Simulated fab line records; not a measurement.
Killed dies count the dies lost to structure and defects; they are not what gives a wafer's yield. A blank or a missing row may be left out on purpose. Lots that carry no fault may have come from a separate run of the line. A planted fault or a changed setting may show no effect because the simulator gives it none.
What tool caused it?    flow gf180mcu    18 wafers from 6 lots sampled at 2 of the route's 602 steps

WHAT THE GAUGES SHOWED, per wafer
GF_STI_THK_MEAS_30.
lot   measured     on            STI_OXIDATION_02_THK (nm)
L545  day 2 12:37  filmMetro-03  10.28 10.29 10.21
L548  day 3 03:14  filmMetro-02  10.19 9.88 10.19
L555  day 4 15:49  filmMetro-02  10.17 10.05 10.24
L558  day 5 09:36  filmMetro-02  10.08 10.18 10.10
L561  day 6 00:17  filmMetro-02  10.12 9.98 10.10
L565  day 6 20:42  filmMetro-03  10.23 10.26 10.19

WHAT TOOL EACH LOT RAN ON (gives the tool, then ch and the chambers of the sampled wafers, and finally the start)
lot   GF_STI_OXIDATION_29
L545  furnace-02 ch 0, day 2 11:12
L548  furnace-02 ch 0, day 3 01:50
L555  furnace-02 ch 0, day 4 14:24
L558  furnace-01 ch 0, day 5 08:11
L561  furnace-01 ch 0, day 5 22:53
L565  furnace-01 ch 0, day 6 19:19
- GF_STI_OXIDATION_29: stabilise 600 s, purge 300 s, target thk 10 nm.

THE ANSWER, worked out from the rows above alone
Rule: what is usual is taken from the lots themselves. The widest of any qualifying gaps counts: lots, ordered by their means at a reading, are off when they make up no more than a third of the lots, leave a main group of 4 or more, and stand apart from it by 3 or more times the standard deviation of that group's means. A main group whose means are all the same, to the digits that the tables above print for the reading, isn't used. Also off: a lot with no number at a reading for which 4 or more lots have one. Any other lot the step has rows for is counted as sound.
No lot is off on any of the readings shown, so nothing can be concluded from this.

WHAT THE SIMULATOR HAD PUT IN
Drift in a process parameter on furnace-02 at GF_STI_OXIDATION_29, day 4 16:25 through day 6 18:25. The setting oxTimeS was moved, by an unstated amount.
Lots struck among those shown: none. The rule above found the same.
